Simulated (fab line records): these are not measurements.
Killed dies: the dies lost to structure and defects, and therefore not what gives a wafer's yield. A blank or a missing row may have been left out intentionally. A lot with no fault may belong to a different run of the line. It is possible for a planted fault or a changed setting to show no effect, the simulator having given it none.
Which of the tools did it? | flow sky130 | route of 708 steps, sampled at 1 step: 12 lots, 36 wafers

== WHAT THE GAUGES READ, wafer by wafer ==
SKY_VT_ADJUST_HVTR_TW_MEAS_11.
lot  | measured     | on            | VT_ADJUST_HVTR_TW
L075 | day 9 14:21  | film_metro-01 | 208.6 208.0 209.7
L077 | day 10 03:23 | film_metro-03 | 212.1 212.0 211.0
L079 | day 11 00:08 | film_metro-03 | 210.8 210.8 212.5
L081 | day 11 19:04 | film_metro-03 | 210.1 210.6 210.3
L083 | day 12 10:19 | film_metro-02 | 210.4 211.1 211.6
L085 | day 12 17:14 | film_metro-02 | 210.7 211.0 211.0
L087 | day 13 09:08 | film_metro-02 | 211.5 211.3 210.9
L089 | day 13 23:44 | film_metro-02 | 210.5 211.3 210.9
L090 | day 14 14:45 | film_metro-02 | 213.4 212.8 213.4
L093 | day 15 10:25 | film_metro-03 | 211.8 210.9 211.2
L095 | day 17 00:52 | film_metro-03 | 211.0 209.7 210.9
L097 | day 17 02:25 | film_metro-02 | 213.4 211.9 212.5

== TOOL THAT RAN EACH LOT (tool first, then ch and the chambers of the sampled wafers, then the start) ==
Record: no process step prior to these readings.

== THE ANSWER, worked out from the rows above alone ==
Rule: what is usual is taken from the lots themselves. The widest of any qualifying gaps counts: lots, ordered by their means at a reading, are off when they make up no more than a third of the lots, leave a main group of 4 or more, and stand apart from it by 3 or more times the standard deviation of that group's means. Not used: any main group whose means are identical at the precision the tables above print for the reading. A lot without any number at a reading at which 4 lots or more have one is off too. Where the step has rows for the other lots, those lots are counted as sound.
No lot is off on any of the readings shown, so nothing can be concluded from this.

== WHAT THE SIMULATOR HAD PUT IN ==
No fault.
